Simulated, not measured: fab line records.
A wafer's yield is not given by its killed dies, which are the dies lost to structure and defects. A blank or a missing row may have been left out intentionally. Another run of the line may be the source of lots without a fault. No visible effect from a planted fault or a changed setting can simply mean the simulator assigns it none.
Matching of chambers	flow gf180mcu	GF_V5_CVD_00 on hdpcvd-01: 3 sister chambers
The step deposits SiO2, target thk 300 nm, time 50 s. 3 wafers are shown with their chamber, then 7 later ones without.

## WAFERS WITH THEIR CHAMBER
wafer	chamber	sih4-flow-sccm (sccm)
L331.2	0	59.92
L335.2	1	59.89
L335.3	2	59.99

## WAFERS WHOSE CHAMBER IS MISSING
wafer	sih4-flow-sccm (sccm)
L335.5	59.99
L338.1	59.68
L338.3	59.86
L338.6	60.15
L347.1	59.83
L347.2	60.04
L347.6	60.03

## CHAMBER TAKEN BY EACH
wafer	from the rows above	in truth
L335.5	can't be placed: 2 or 0 or 1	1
L338.1	can't be placed: 1 or 0 or 2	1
L338.3	can't be placed: 1 or 0 or 2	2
L338.6	can't be placed: 2 or 0 or 1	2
L347.1	can't be placed: 1 or 0 or 2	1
L347.2	can't be placed: 2 or 0 or 1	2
L347.6	can't be placed: 2 or 0 or 1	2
Correct placement for 0 of the 7. Can't be placed from these rows: 7 (the true chamber is among the candidates in 7). Wrongly placed: 0.
How it was worked out, from the rows above alone: a wafer's distance from a chamber is the root of the sum, over the readings, of the square of ((its reading less the chamber's mean) divided by the reading's scatter). If the next closest chamber is less than 2 further off than the closest, the wafer can't be placed; otherwise it belongs to the closest. A chamber's mean is the mean of its shown wafers. The scatter: root of mean squared gap, hidden wafer to nearest shown wafer, with one shown wafer a chamber.
